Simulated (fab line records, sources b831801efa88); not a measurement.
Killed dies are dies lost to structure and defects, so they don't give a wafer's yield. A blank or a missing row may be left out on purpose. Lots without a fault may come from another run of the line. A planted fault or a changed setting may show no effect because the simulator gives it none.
Problem report in the 8D (eight disciplines) form, filled by code | flow gf180mcu | the parts of the form that need people (team, actions taken, sign-off) are left out

1. THE PROBLEM
MVSD_TW at GF_MVSD_TW_MEAS_11 reads a mean of 1744 on 4 wafers of 3 lots; wafers without a fault read 1580 with a standard deviation of 8. That is +21 standard deviations from the usual mean.
First seen on wafer L424.3, day 6 07:33, on film_metro-03. The record holds 40 wafers of 14 lots with a number at this step. Rule for "out", or "out of limits": more than 4 standard deviations from the usual mean. The other wafers with a number count as sound.

2. WHAT IT IS AND WHAT IT IS NOT
question                    | is                             | is not
which readings at this step | MVSD_TW                        | -
which lots                  | L424, L425, L427               | L416, L418, L419, L420, L421, L422, L433, L435, L436, L437, L439
which wafers of those lots  | L424.3, L425.2, L425.3, L427.2 | L424.1, L427.4, L427.6
read on which gauges        | film_metro-01, film_metro-03   | film_metro-02
when                        | from day 6 07:33               | up to then (19 sound wafers); but 17 sound wafers of L427, L433, L435, L436, L437, L439 came after

3. SUSPECTS, AND WHAT RULES EACH OUT
Counting: a tool at a process step up to the reading stays a suspect if it ran every lot that is out. Sound lots after the first of them don't rule it out here, since some wafers of a struck lot are sound.
- the gauge at GF_MVSD_TW_MEAS_11: ruled out. The wafers that are out were read on 2 gauges (film_metro-01, film_metro-03).
- implanter-04 at GF_MVSD_IMPLANT_08: kept. It ran every lot that is out, first L424 (day 6 07:09); its last sound lot up to then is L420 (day 5 09:59). Its own readings are out on those wafers: beam_on_s, faraday_current_uA.
Left after counting: implanter-04 at GF_MVSD_IMPLANT_08.

4. THE CAUSE (what the simulator had put in)
Process parameter drift: implanter-04, from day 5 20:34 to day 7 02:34, at GF_MVSD_IMPLANT_08. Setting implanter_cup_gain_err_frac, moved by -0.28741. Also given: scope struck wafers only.
Counting left only this tool.

5. THE CHAIN OF EFFECTS, in route order
Each row: a reading whose mean over the struck wafers that have a number lies more than 3 standard deviations from the usual. Only readings for which the record gives a usual standard deviation are gone through. hours: the time from each lot's start at the first step in this table that gives one to its start at this step, as a median over the lots. sigmas: the change in usual standard deviations.
hours | step                     | reading            | usual        | on struck wafers | change | sigmas
0     | GF_MVSD_IMPLANT_08       | beam_on_s          | 9.99 s       | 13.98            | +3.99  | +19
0     | GF_MVSD_IMPLANT_08       | faraday_current_uA | 90.3         | 64.5             | -25.8  | -14
0     | GF_MVSD_TW_MEAS_11       | MVSD_TW            | 1580         | 1744             | +164   | +21
82    | GF_VT_IMPLANT_RS_MEAS_46 | MVSD_RS            | 456.9 ohm/sq | 387.4            | -69.5  | -70
The process steps in it:
- GF_MVSD_IMPLANT_08

6. WHAT WOULD HAVE CAUGHT IT SOONER
In this record the first reading out of limits at a measuring or inspecting step was taken at day 6 07:33, 11 hours after the fault began at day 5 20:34.
The tool's own readings at GF_MVSD_IMPLANT_08 were out on every struck wafer that the step has a row for (beam_on_s, faraday_current_uA): an alarm limit on them would have fired on the first of those.
Of the lots that are out (3), L425, L427 began GF_MVSD_IMPLANT_08 on implanter-04 after day 6 07:33. A hold on the tool at that time would have spared those 2.
